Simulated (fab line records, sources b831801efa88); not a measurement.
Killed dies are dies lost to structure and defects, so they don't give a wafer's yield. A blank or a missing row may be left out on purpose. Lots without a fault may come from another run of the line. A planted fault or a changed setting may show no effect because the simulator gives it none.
One fault seen from 2 desks | flow gf180mcu | each desk has only its own numbers; what lay behind them comes last

THE TOOL OWNER'S DESK: pecvd-03
The tool's own readings at GF_PASSIVATION_CVD_00 (deposits SiO2 from TEOS, target thk 1000 nm, time 111.95 s): means of the sampled wafers that have a number, for each lot that ran on this tool. A lot is out of limits, marked OUT, if its mean lies more than 4 standard deviations from the usual mean; the brackets give that distance.
Columns: A = heater_power_outer_w at GF_PASSIVATION_CVD_00, usual 386 W; B = heater_power_w at GF_PASSIVATION_CVD_00, usual 681 W
lot  | first seen here | A   | B
L930 | day 28 17:37    | 360 | 599
L933 | day 29 12:00    | 398 | 698
L934 | day 29 22:32    | 353 | 621
L936 | day 30 11:46    | 359 | 639
L945 | day 33 10:59    | 370 | 649
L946 | day 33 11:40    | 380 | 656
L951 | day 34 07:58    | 394 | 665
L950 | day 34 10:19    | 401 | 681
This desk's finding: nothing out of limits on any of the 8 lots.

THE METROLOGY DESK
What the gauges read, lot by lot, whatever tool the lot ran on: means of the sampled wafers that have a number. A lot is out of limits, marked OUT, if its mean lies more than 4 standard deviations from the usual mean; the brackets give that distance.
Columns: A = TOP_METAL_ALCU_RS at GF_TOP_METAL_RS_MEAS_05, usual 0.0328 ohm/sq; B = TOP_METAL_ALCU_THK at GF_TOP_METAL_THK_MEAS_06, usual 900 nm; C = PASSIVATION_CVD_00_THK at GF_PASSIVATION_THK_MEAS_01, usual 999 nm
lot  | first seen here | A      | B   | C
L929 | day 27 17:27    | 0.0332 | 883 | 1006
L930 | day 27 21:23    | 0.0337 | 866 | 999
L932 | day 28 13:49    | 0.0327 | 899 | 986
L933 | day 28 16:49    | 0.0332 | 884 | 994
L934 | day 29 02:50    | 0.0328 | 892 | 1177 (+13) OUT
L936 | day 29 16:11    | 0.0331 | 886 | 1355 (+25) OUT
L942 | day 31 11:47    | 0.0322 | 914 | 994
L945 | day 32 19:20    | 0.0329 | 902 | 993
L946 | day 32 20:09    | 0.0326 | 910 | 995
L947 | day 33 02:20    | 0.0326 | 905 | 1004
L951 | day 33 15:49    | 0.0323 | 921 | 998
L950 | day 33 18:04    | 0.0324 | 913 | 1000
This desk's finding: out of limits on L934, L936; first on L934, day 29 22:37 (PASSIVATION_CVD_00_THK at GF_PASSIVATION_THK_MEAS_01). In limits: L929, L930, L932, L933, L942, L945, L946, L947, L951, L950.

PUT TOGETHER
The metrology desk could have raised an alarm at day 29 22:37, on L934, L936.
The tool owner's desk saw nothing out of limits.
The tool owner's desk has L934, L936 on record, within its limits.
Of the lots named, all ran GF_PASSIVATION_CVD_00 on pecvd-03.

WHAT THE SIMULATOR HAD PUT IN
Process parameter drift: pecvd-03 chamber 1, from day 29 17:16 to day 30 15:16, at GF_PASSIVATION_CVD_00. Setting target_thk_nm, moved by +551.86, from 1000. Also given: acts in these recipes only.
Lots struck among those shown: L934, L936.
Hours from the fault's start to each desk's first reading out of limits: the metrology desk, 5.
